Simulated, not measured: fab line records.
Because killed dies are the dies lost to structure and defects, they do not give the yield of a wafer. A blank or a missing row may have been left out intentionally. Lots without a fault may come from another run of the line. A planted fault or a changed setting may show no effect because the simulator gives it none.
fab line records ; flow sfq_line
record: lots: 15; wafers: 45; last_day: 80
route steps=325 shown M0@29
lots that met no fault: taken from a fault-free run of the same line
start_h: start of the lot's first displayed wafer, in hours after the record's first day ; wait_h: how many hours have passed since the lot's step before this one ; " repeats the value in the row above ; L1.1+2: one row covering several wafers at once ; - no value present, or no start provided ; * or withheld: withheld ; < > ~ a bound
route shown NAME@n: names a module that has steps shown in the file, with the first one's number in the route ; usual: mean and standard deviation over wafers with no fault ; same: alike in all rows ; chamber/n: place in a boat ; sites: the reading at each site ; _std_site: how widely they spread, as a standard deviation ; _edge_site: the outer-site mean with the inner-site mean subtracted ; radius_mm: how far each site lies from the wafer's centre ; mask NAME#n: copy n ; behind: the most recent tool/chamber to have shaped the wafer ; hold: the reason the lot was held/the length of the hold in hours/how it ended ; device: which transistor (n, p or np) failed to switch ; end of line: the same wafers' tests at the end of the route ; for a step that has no rows: nothing shown but its recipe ; killed: at the first sort, the dies lost to defects and structure; wafer yield is something else ; map: a wafer's dies, marking killed ones x, the rest . and places with no die _
set.NAME: the run value of the setting; set.NAME@STEP: its run value at that earlier step ; model.NAME: the simulator's own value behind a step, which no gauge read
one table for each step of the route and one row for each wafer, over a sample of lots
services: a tool's chamber out of use, with start hour (start_h, from the record's first day; less than 0 if before it), hours out, and reason
== steps ==
step: SFQ_TRILAYER_M0_DEP_SPUTTER_019
recipe: material: Nb; base_pressure_pa: 1.33e-06; chamber_pressure_pa: 0.1333; substrate_temp_c: 20; resputter_cathode_voltage_v: 400; target_thk_nm: 200; power_w: 2000; time_s: 133.3
usual: resputter_cathode_voltage_v: 400/4.1; throttle_valve_pct: 29.9/0.92
lot.wafer;tool;chamber;start_h;wait_h;resputter_cathode_voltage_v;throttle_valve_pct
L643.2;pvd_sputter-05;-;162.12;0.0;394;28.8
L643.3;pvd_sputter-05;-;162.12;0.0;399;29.2
L643.6;pvd_sputter-05;-;162.12;0.0;396;29.3
L644.1;pvd_sputter-04;-;170.50;0.0;404;30.5
L644.4;pvd_sputter-04;-;170.50;0.0;400;30.9
L644.6;pvd_sputter-04;-;170.50;0.0;398;30.8
L645.1;pvd_sputter-03;-;181.29;0.0;403;29.3
L645.3;pvd_sputter-03;-;181.29;0.0;393;29.0
L645.5;pvd_sputter-03;-;181.29;0.0;403;30.4
L647.1;pvd_sputter-04;-;199.66;0.0;402;30.9
L647.3;pvd_sputter-04;-;199.66;0.0;399;30.6
L647.4;pvd_sputter-04;-;199.66;0.0;409;29.2
L648.2;pvd_sputter-05;-;208.06;0.0;403;29.0
L648.4;pvd_sputter-05;-;208.06;0.0;398;29.3
L648.6;pvd_sputter-05;-;208.06;0.0;398;29.2
L649.2;pvd_sputter-04;-;217.66;0.0;402;31.0
L649.4;pvd_sputter-04;-;217.66;0.0;399;32.2
L649.6;pvd_sputter-04;-;217.66;0.0;392;30.7
L650.1;pvd_sputter-03;-;227.29;0.0;404;30.5
L650.4;pvd_sputter-03;-;227.29;0.0;401;29.6
L650.5;pvd_sputter-03;-;227.29;0.0;400;29.2
L657.2;pvd_sputter-03;-;269.27;0.0;403;30.2
L657.3;pvd_sputter-03;-;269.27;0.0;398;29.6
L657.6;pvd_sputter-03;-;269.27;0.0;400;30.6
L658.3;pvd_sputter-03;-;277.67;0.0;402;29.4
L658.4;pvd_sputter-03;-;277.67;0.0;404;29.1
L658.5;pvd_sputter-03;-;277.67;0.0;408;30.5
L659.2;pvd_sputter-03;-;282.96;0.0;393;29.4
L659.3;pvd_sputter-03;-;282.96;0.0;398;30.6
L659.6;pvd_sputter-03;-;282.96;0.0;404;30.5
L660.1;pvd_sputter-05;-;284.16;0.0;399;28.9
L660.2;pvd_sputter-05;-;284.16;0.0;404;29.6
L660.5;pvd_sputter-05;-;284.16;0.0;395;29.7
L661.1;pvd_sputter-05;-;294.06;0.0;392;29.3
L661.3;pvd_sputter-05;-;294.06;0.0;398;29.8
L661.5;pvd_sputter-05;-;294.06;0.0;401;28.9
L662.1;pvd_sputter-05;-;304.57;0.0;401;29.3
L662.2;pvd_sputter-05;-;304.57;0.0;405;28.7
L662.6;pvd_sputter-05;-;304.57;0.0;398;29.0
L664.2;pvd_sputter-05;-;337.47;0.0;394;28.8
L664.4;pvd_sputter-05;-;337.47;0.0;398;29.5
L664.6;pvd_sputter-05;-;337.47;0.0;403;29.2
L666.3;pvd_sputter-04;-;351.87;0.0;400;30.8
L666.4;pvd_sputter-04;-;351.87;0.0;395;31.9
L666.6;pvd_sputter-04;-;351.87;0.0;400;30.9
step: SFQ_M0_RS_MEAS_904
recipe: thk_meas_gauge: four-point-probe; reads: Nb_of_TRILAYER_M0_DEP_SPUTTER_019
usual: M0_NB_RS: 0.885/0.0092
lot.wafer;tool;chamber;start_h;wait_h;M0_NB_RS[ohm/sq]
L643.2;film_metro-04;-;162.23;0.1;0.889
L643.3;film_metro-04;-;162.23;0.1;0.881
L643.6;film_metro-04;-;162.23;0.1;0.887
L644.1;film_metro-01;-;170.59;0.0;0.895
L644.4;film_metro-01;-;170.59;0.0;0.891
L644.6;film_metro-01;-;170.59;0.0;0.880
L645.1;film_metro-01;-;181.38;0.0;0.875
L645.3;film_metro-01;-;181.38;0.0;0.883
L645.5;film_metro-01;-;181.38;0.0;0.880
L647.1;film_metro-01;-;199.75;0.0;0.889
L647.3;film_metro-01;-;199.75;0.0;0.899
L647.4;film_metro-01;-;199.75;0.0;0.891
L648.2;film_metro-03;-;208.17;0.1;0.883
L648.4;film_metro-03;-;208.17;0.1;0.892
L648.6;film_metro-03;-;208.17;0.1;0.886
L649.2;film_metro-03;-;217.77;0.1;0.893
L649.4;film_metro-03;-;217.77;0.1;0.887
L649.6;film_metro-03;-;217.77;0.1;0.894
L650.1;film_metro-03;-;227.38;0.0;0.885
L650.4;film_metro-03;-;227.38;0.0;0.885
L650.5;film_metro-03;-;227.38;0.0;0.875
L657.2;film_metro-03;-;269.38;0.1;0.547
L657.3;film_metro-03;-;269.38;0.1;0.544
L657.6;film_metro-03;-;269.38;0.1;0.882
L658.3;film_metro-04;-;277.80;0.1;0.544
L658.4;film_metro-04;-;277.80;0.1;0.874
L658.5;film_metro-04;-;277.80;0.1;0.887
L659.2;film_metro-04;-;283.07;0.1;0.544
L659.3;film_metro-04;-;283.07;0.1;0.540
L659.6;film_metro-04;-;283.07;0.1;0.874
L660.1;film_metro-03;-;284.25;0.0;0.882
L660.2;film_metro-03;-;284.25;0.0;0.885
L660.5;film_metro-03;-;284.25;0.0;0.891
L661.1;film_metro-04;-;294.15;0.0;0.889
L661.3;film_metro-04;-;294.15;0.0;0.892
L661.5;film_metro-04;-;294.15;0.0;0.887
L662.1;film_metro-04;-;304.66;0.0;0.899
L662.2;film_metro-04;-;304.66;0.0;0.896
L662.6;film_metro-04;-;304.66;0.0;0.896
L664.2;film_metro-03;-;337.58;0.1;0.892
L664.4;film_metro-03;-;337.58;0.1;0.897
L664.6;film_metro-03;-;337.58;0.1;0.882
L666.3;film_metro-01;-;352.00;0.1;0.862
L666.4;film_metro-01;-;352.00;0.1;0.870
L666.6;film_metro-01;-;352.00;0.1;0.875
step: SFQ_TRILAYER_M0_ETCH_METAL_ETCH_024
recipe: target: Nb; stop_on: SiO2; mask_material: PR; chemistry: Cl2/Ar; target_depth_nm: 240; icp_w: 600; bias_w: 80; pressure_mtorr: 10; time_s: 120
usual: drypump_motor_current_A: 5.7/0.62; oes_product_au: 0.896/0.0072
lot.wafer;tool;chamber;start_h;wait_h;drypump_motor_current_A;oes_product_au;rf_hours_counter_h
L643.2;rie_metal-04;1;266.05;0.0;4.7;0.892;119
L643.3;rie_metal-04;1;266.05;0.0;4.7;0.899;-
L643.6;rie_metal-04;1;266.05;0.0;4.7;0.894;-
L644.1;rie_metal-03;1;278.05;0.0;6.1;0.895;51
L644.4;rie_metal-03;1;278.05;0.0;6.1;0.885;-
L644.6;rie_metal-03;0;278.05;0.0;5.5;0.892;-
L645.1;rie_metal-04;0;288.13;0.0;5.7;0.901;151
L645.3;rie_metal-04;1;288.13;0.0;4.8;0.895;-
L645.5;rie_metal-04;1;288.13;0.0;4.7;0.904;-
L647.1;rie_metal-04;1;316.12;0.0;4.7;0.886;128
L647.3;rie_metal-04;1;316.12;0.0;4.7;0.880;-
L647.4;rie_metal-04;0;316.12;0.0;5.7;0.894;-
L648.2;rie_metal-02;0;331.85;0.0;6.5;0.893;77
L648.4;rie_metal-02;0;331.85;0.0;6.6;0.894;-
L648.6;rie_metal-02;0;331.85;0.0;6.5;0.894;-
L649.2;rie_metal-04;0;339.05;0.0;5.7;0.894;159
L649.4;rie_metal-04;1;339.05;0.0;4.7;0.893;-
L649.6;rie_metal-04;1;339.05;0.0;4.7;0.892;-
L650.1;rie_metal-02;1;348.65;0.0;6.3;0.897;131
L650.4;rie_metal-02;0;348.65;0.0;6.6;0.889;-
L650.5;rie_metal-02;1;348.65;0.0;6.3;0.896;-
L657.2;rie_metal-04;1;402.02;0.0;4.7;1.004;140
L657.3;rie_metal-04;1;402.02;0.0;4.8;1.009;-
L657.6;rie_metal-04;1;402.02;0.0;4.8;0.898;-
L658.3;rie_metal-02;0;408.06;0.1;6.5;0.992;-
L658.4;rie_metal-02;1;408.06;0.1;6.3;0.906;-
L658.5;rie_metal-02;0;408.06;0.1;6.5;0.892;-
L659.2;rie_metal-03;0;414.02;0.0;5.5;0.998;11
L659.3;rie_metal-03;1;414.02;0.0;6.1;0.992;-
L659.6;rie_metal-03;0;414.02;0.0;5.5;0.905;-
L660.1;rie_metal-04;1;415.22;0.0;4.7;0.896;141
L660.2;rie_metal-04;0;415.22;0.0;5.6;0.902;169
L660.5;rie_metal-04;0;415.22;0.0;5.7;0.900;-
L661.1;rie_metal-04;1;428.54;0.0;4.8;0.896;143
L661.3;rie_metal-04;1;428.54;0.0;4.8;0.889;-
L661.5;rie_metal-04;0;428.54;0.0;5.7;0.902;-
L662.1;rie_metal-03;1;438.14;0.0;6.1;0.887;73
L662.2;rie_metal-03;0;438.14;0.0;5.5;0.896;14
L662.6;rie_metal-03;0;438.14;0.0;5.5;0.899;-
L664.2;rie_metal-02;1;483.92;0.0;6.3;0.896;147
L664.4;rie_metal-02;0;483.92;0.0;6.5;0.895;-
L664.6;rie_metal-02;1;483.92;0.0;6.3;0.884;-
L666.3;rie_metal-02;1;501.96;0.1;6.3;0.908;-
L666.4;rie_metal-02;0;501.96;0.1;6.5;0.907;-
L666.6;rie_metal-02;0;501.96;0.1;6.5;0.898;-
== services ==
tool;chamber;start_h;hours;kind
pvd_sputter-05;-;169.41;7.6;repair
pvd_sputter-03;-;182.89;1.0;repair
pvd_sputter-04;1;183.99;-;consumable_replace:kit
pvd_sputter-04;1;183.99;18.0;scheduled_down
pvd_sputter-04;1;183.99;18.0;vent_cycle
rie_metal-02;-;211.55;14.6;pm
rie_metal-04;-;213.85;2.8;pm
rie_metal-03;-;217.16;1.4;pm
pvd_sputter-04;-;221.30;9.7;repair
pvd_sputter-05;2;267.68;-;consumable_replace:kit
pvd_sputter-05;2;267.68;18.0;scheduled_down
pvd_sputter-05;2;267.68;18.0;vent_cycle
rie_metal-03;0;296.38;-;clean
pvd_sputter-03;-;306.13;8.0;repair
rie_metal-04;-;342.37;1.3;repair
pvd_sputter-03;3;351.37;-;consumable_replace:kit
pvd_sputter-03;3;351.37;18.0;scheduled_down
pvd_sputter-03;3;351.37;18.0;vent_cycle
rie_metal-02;-;396.56;2.8;pm
rie_metal-04;0;432.18;-;clean
rie_metal-04;0;432.18;14.8;scheduled_down
rie_metal-04;0;432.18;14.8;vent_cycle
rie_metal-03;1;468.06;10.1;repair
rie_metal-03;-;478.28;2.8;pm
== key ==
first_sign: step: SFQ_M0_RS_MEAS_904; reading: M0_NB_RS; direction: down; sigmas: 37; usual: 0.885; struck: 0.544
effect: step: SFQ_TRILAYER_M0_ETCH_METAL_ETCH_024; reading: oes_product_au; direction: up; sigmas: 14; usual: 0.896; struck: 0.999
met_at SFQ_TRILAYER_M0_DEP_SPUTTER_019
struck_lots L657,L658,L659
struck_wafers L657.2,L657.3,L658.3,L659.2,L659.3
onset_between 227.29 269.27
fault: kind: process_parameter_drift; tool: pvd_sputter-03; chamber: -; onset_h: 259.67; steps: SFQ_TRILAYER_M0_DEP_SPUTTER_019; channel: target_thk_nm; offset: 124.3; shape: step; end_h: 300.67; scope: struck_wafers_only; acts_in: these_recipes_only; stated: 200
